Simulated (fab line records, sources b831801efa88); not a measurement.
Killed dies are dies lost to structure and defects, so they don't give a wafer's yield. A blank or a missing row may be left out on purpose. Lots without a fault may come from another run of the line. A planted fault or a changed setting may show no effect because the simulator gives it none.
fab line records | flow sky130 | part 2 of 2: steps 27 to 37 of 37
record: lots: 5 wafers: 15 last_day: 49
route steps=708 shown FIELD_ISO@22 NWELL@32 DNWELL@35 PWDE@45
lots with no fault: from the same line, run without faults
start_h: hours from the record's first day to the start of the lot's first wafer shown | wait_h: hours elapsed since this lot's preceding step | " the same as in the row above | L1.1+2: several wafers, shown together as one row | - either no value or no given start | * or withheld: withheld | < > ~ a bound
route shown NAME@n: a module of which the file shows steps, and the number in the route of the first | usual: mean/standard deviation taken from wafers without a fault | same: alike in all rows | chamber/n: place in a boat | sites: readings site by site | _std_site: standard deviation across them | _edge_site: mean of outer sites minus mean of inner sites | radius_mm: for every site, how far away it sits from the centre of the wafer | mask NAME#n: copy n | behind: the tool/chamber that last shaped the wafer | hold: cause of the lot's hold/its duration in hours/its outcome | device: which transistor (n, p or np) failed to switch | end of line: the tests these same wafers got at the end of their route | where a step has no rows: the recipe by itself | killed: the dies lost at the first sort to structure and to defects; this is not the yield of the wafer | map: dies across one wafer; x = killed, . = not, _ = none there
set.NAME: the run value of the setting; set.NAME@STEP: its run value at that earlier step | model.NAME: the simulator's own value behind a step, which no gauge read
a table for each step, a row for each wafer; lots at some steps of the route
services: from which hour (start_h, from the record's first day; less than 0 if before it) a tool's chamber was out of use, for how many hours, and why
== steps ==
step: SKY_PWDE_SOFTBAKE_03
recipe: temp_c: 110 time_s: withheld
usual: exhaust_pa: 45.0/0.89
columns lot.wafer tool chamber start_h wait_h exhaust_pa
L077.1 litho_track-01 0 83.16 0.1 46.2
L077.3 " 0 " " 44.8
L077.5 " 0 " " 44.9
L079.1 litho_track-04 0 90.32 0.1 44.0
L079.4 " 0 " " 45.3
L079.5 " 0 " " 45.1
L085.3 litho_track-01 0 121.78 0.1 44.7
L085.4 " 0 " " 46.7
L085.6 " 0 " " 47.7
L086.4 litho_track-01 0 131.36 0.1 45.2
L086.5 " 0 " " 44.5
L086.6 " 0 " " 45.4
L090.3 litho_track-04 0 149.39 0.1 45.2
L090.4 " 0 " " 46.0
L090.5 " 0 " " 44.9
step: SKY_PWDE_EXPOSE_04
recipe: mask_id: PWDEM na: 0.6 source_shape: conventional sigma_outer: 0.6 polarization: unpolarized target_cd_nm: 840 dose_mj: 214
same: sigma_outer: 0.6
columns lot.wafer tool chamber start_h wait_h mask
L077.1+3+5 iline_stepper-02 0 - - PWDEM#0
L079.1+4+5 iline_stepper-02 0 - - PWDEM#0
L085.3+4+6 iline_stepper-02 0 - - PWDEM#0
L086.4+5+6 iline_stepper-02 0 - - PWDEM#0
L090.3+4+5 iline_stepper-02 0 - - PWDEM#0
step: SKY_PWDE_PEB_05
recipe: temp_c: 115 time_s: withheld
usual: exhaust_pa: 45.2/0.99
columns lot.wafer tool chamber start_h wait_h exhaust_pa
L077.1 litho_track-04 0 - - 47.9
L077.3 " 0 " " 45.7
L077.5 " 0 " " 47.4
L079.1 litho_track-01 0 - - 45.2
L079.4 " 0 " " 46.0
L079.5 " 0 " " 44.1
L085.3 litho_track-04 0 - - 45.3
L085.4 " 0 " " 44.8
L085.6 " 0 " " 46.1
L086.4 litho_track-03 0 - - 45.8
L086.5 " 0 " " 44.8
L086.6 " 0 " " 45.5
L090.3 litho_track-01 0 - - 45.7
L090.4 " 0 " " 43.9
L090.5 " 0 " " 45.1
step: SKY_PWDE_DEVELOP_06
recipe: wall_angle_deg: 90 developer: TMAH develop_time_s: 60 dev_temp_c: 23
usual: exhaust_pa: 45.1/0.81
columns lot.wafer tool chamber start_h wait_h exhaust_pa
L077.1 litho_track-04 0 - - 43.8
L077.3 " 0 " " 45.1
L077.5 " 0 " " 44.0
L079.1 litho_track-01 0 - - 44.4
L079.4 " 0 " " 44.8
L079.5 " 0 " " 44.6
L085.3 litho_track-04 0 - - 45.9
L085.4 " 0 " " 44.9
L085.6 " 0 " " 44.9
L086.4 litho_track-03 0 - - 43.2
L086.5 " 0 " " 43.6
L086.6 " 0 " " 43.2
L090.3 litho_track-01 0 - - 43.9
L090.4 " 0 " " 45.3
L090.5 " 0 " " 46.8
step: SKY_PWDE_OVL_MEAS_07
usual: PWDE_OVL: 1.5/1.3
columns lot.wafer tool chamber start_h wait_h PWDE_OVL[nm]
L077.1 overlay-01 - 91.47 - 1.4
L077.3 " - " " 1.6
L077.5 " - " " 0.4
L079.1 overlay-01 - 99.61 - 0.5
L079.4 " - " " 0.4
L079.5 " - " " 0.3
L085.3 overlay-02 - 130.68 - 1.9
L085.4 " - " " 0.8
L085.6 " - " " 1.3
L086.4 overlay-02 - 141.44 - 4.2
L086.5 " - " " 4.0
L086.6 " - " " 1.8
L090.3 overlay-01 - 158.52 - 0.0
L090.4 " - " " -0.1
L090.5 " - " " 0.3
step: SKY_PWDE_IMPLANT_08
recipe: species: B energy_kev: 150 dose_cm2: 3.6e+12 tilt_deg: withheld
same: implant_ion_amu: 11
columns lot.wafer tool chamber start_h wait_h
L077.1+3+5 implanter-01 0 91.51 0.0
L079.1+4+5 implanter-02 0 99.64 0.0
L085.3+4+6 implanter-01 0 130.76 0.1
L086.4+5+6 implanter-02 0 141.53 0.1
L090.3+4+5 implanter-01 0 158.59 0.1
step: SKY_PWDE_STRIP_09
recipe: chemistry: O2/N2 power_w: 1400 pressure_mtorr: 1500 platen_temp_c: withheld o2_flow_sccm: 3000 n2_flow_sccm: 300 overash_fraction: 0.5
usual: drypump_motor_current_A: 5.6/0.45 oes_product_au: 0.722/0.0039 strip_time_to_endpoint_s: 36.90/0.11
columns lot.wafer tool chamber start_h wait_h drypump_motor_current_A oes_product_au rf_hours_counter_h strip_time_to_endpoint_s
L077.1 plasma_asher-01 1 91.66 0.1 6.1 0.721 39 36.92
L077.3 " 1 " " 6.1 0.717 - 36.81
L077.5 " 0 " " 5.5 0.724 - 36.89
L079.1 plasma_asher-02 0 99.79 0.1 6.0 0.729 40 36.82
L079.4 " 0 " " 6.0 0.727 - 36.87
L079.5 " 0 " " 6.0 0.723 - 36.82
L085.3 plasma_asher-04 1 130.89 0.1 5.3 0.722 - 36.91
L085.4 " 0 " " 5.7 0.731 - 37.01
L085.6 " 1 " " 5.3 0.727 - 36.88
L086.4 plasma_asher-01 1 141.64 0.1 6.1 0.716 - 36.73
L086.5 " 1 " " 6.1 0.720 - 36.90
L086.6 " 0 " " 5.5 0.716 - 36.90
L090.3 plasma_asher-04 1 158.73 0.1 5.3 0.719 - 37.01
L090.4 " 0 " " 5.7 0.724 - 36.99
L090.5 " 1 " " 5.3 0.716 - 36.98
step: SKY_PWDE_TW_MEAS_10
usual: PWDE_TW: 374.3/1.9
columns lot.wafer tool chamber start_h wait_h PWDE_TW
L077.1 film_metro-02 - 91.76 0.1 375.6
L077.3 " - " " 375.4
L077.5 " - " " 377.7
L079.1 film_metro-02 - 99.89 0.1 370.6
L079.4 " - " " 372.7
L079.5 " - " " 375.1
L085.3 film_metro-01 - 130.98 0.1 371.6
L085.4 " - " " 373.5
L085.6 " - " " 373.3
L086.4 film_metro-04 - 141.74 0.1 371.9
L086.5 " - " " 372.7
L086.6 " - " " 371.6
L090.3 film_metro-04 - 158.81 0.1 374.6
L090.4 " - " " 374.7
L090.5 " - " " 370.7
step: SKY_NWELL_DEHYDRATE_03
recipe: temp_c: 200 time_s: 60
usual: exhaust_pa: 45.1/0.85
same: time_s: 60
columns lot.wafer tool chamber start_h wait_h exhaust_pa
L077.1 litho_track-03 0 100.22 8.5 46.2
L077.3 " 0 " " 45.5
L077.5 " 0 " " 44.5
L079.1 litho_track-02 0 107.58 7.7 44.3
L079.4 " 0 " " 45.5
L079.5 " 0 " " 45.7
L085.3 litho_track-04 0 140.47 9.5 44.7
L085.4 " 0 " " 44.2
L085.6 " 0 " " 44.3
L086.4 litho_track-02 0 150.56 8.8 45.7
L086.5 " 0 " " 44.8
L086.6 " 0 " " 45.9
L090.3 litho_track-03 0 168.57 9.7 45.6
L090.4 " 0 " " 45.8
L090.5 " 0 " " 43.7
step: SKY_NWELL_HMDS_04
recipe: prime_time_s: 60 prime_temp_c: 120
usual: exhaust_pa: 45.1/0.95
same: prime_time_s: 60
columns lot.wafer tool chamber start_h wait_h exhaust_pa
L077.1 litho_track-03 0 100.37 0.1 44.7
L077.3 " 0 " " 45.9
L077.5 " 0 " " 45.4
L079.1 litho_track-02 0 107.73 0.1 44.9
L079.4 " 0 " " 44.6
L079.5 " 0 " " 45.1
L085.3 litho_track-04 0 140.62 0.1 46.8
L085.4 " 0 " " 46.2
L085.6 " 0 " " 45.2
L086.4 litho_track-02 0 150.71 0.1 46.0
L086.5 " 0 " " 44.4
L086.6 " 0 " " 45.2
L090.3 litho_track-03 0 168.72 0.1 45.9
L090.4 " 0 " " 46.5
L090.5 " 0 " " 45.7
step: SKY_NWELL_COAT_05
recipe: spin_rpm: 2000 resist_thk_nm: 3000
usual: exhaust_pa: 44.8/0.8
columns lot.wafer tool chamber start_h wait_h exhaust_pa
L077.1 litho_track-03 0 100.52 0.1 43.5
L077.3 " 0 " " 45.2
L077.5 " 0 " " 44.7
L079.1 litho_track-02 0 107.88 0.1 44.5
L079.4 " 0 " " 45.6
L079.5 " 0 " " 43.9
L085.3 litho_track-04 0 140.77 0.1 43.0
L085.4 " 0 " " 43.8
L085.6 " 0 " " 43.0
L086.4 litho_track-02 0 150.86 0.1 46.0
L086.5 " 0 " " 44.3
L086.6 " 0 " " 43.9
L090.3 litho_track-03 0 168.87 0.1 45.2
L090.4 " 0 " " 45.0
L090.5 " 0 " " 46.5
== services ==
columns tool chamber start_h hours kind
implanter-02 - 27.45 5.4 repair
implanter-02 - 30.63 1.4 repair
furnace-02 - 46.09 2.9 pm
implanter-03 - 59.91 3.3 pm
cmp-02 - 64.00 4.0 pm
hdpcvd-02 - 66.75 15.0 pm
plasma_asher-04 - 67.18 3.2 repair
cmp-02 - 68.00 - consumable_replace:conditioner
cmp-02 - 68.00 - consumable_replace:pad
iline_stepper-01 - 68.05 1.2 repair
wet_bench-01 - 72.86 1.9 pm
implanter-04 - 80.06 1.2 repair
hdpcvd-02 - 84.01 0.6 repair
iline_stepper-02 - 85.41 1.7 pm
implanter-03 - 104.06 4.5 pm
plasma_asher-02 - 108.75 9.0 pm
plasma_asher-02 0 108.75 9.0 vent_cycle
plasma_asher-02 1 108.75 9.0 vent_cycle
furnace-02 - 110.06 5.1 pm
cmp-02 - 115.90 0.3 repair
plasma_asher-02 0 117.75 - clean
iline_stepper-01 - 121.83 1.7 pm
furnace-02 - 131.46 14.1 repair
implanter-01 - 153.37 4.5 pm
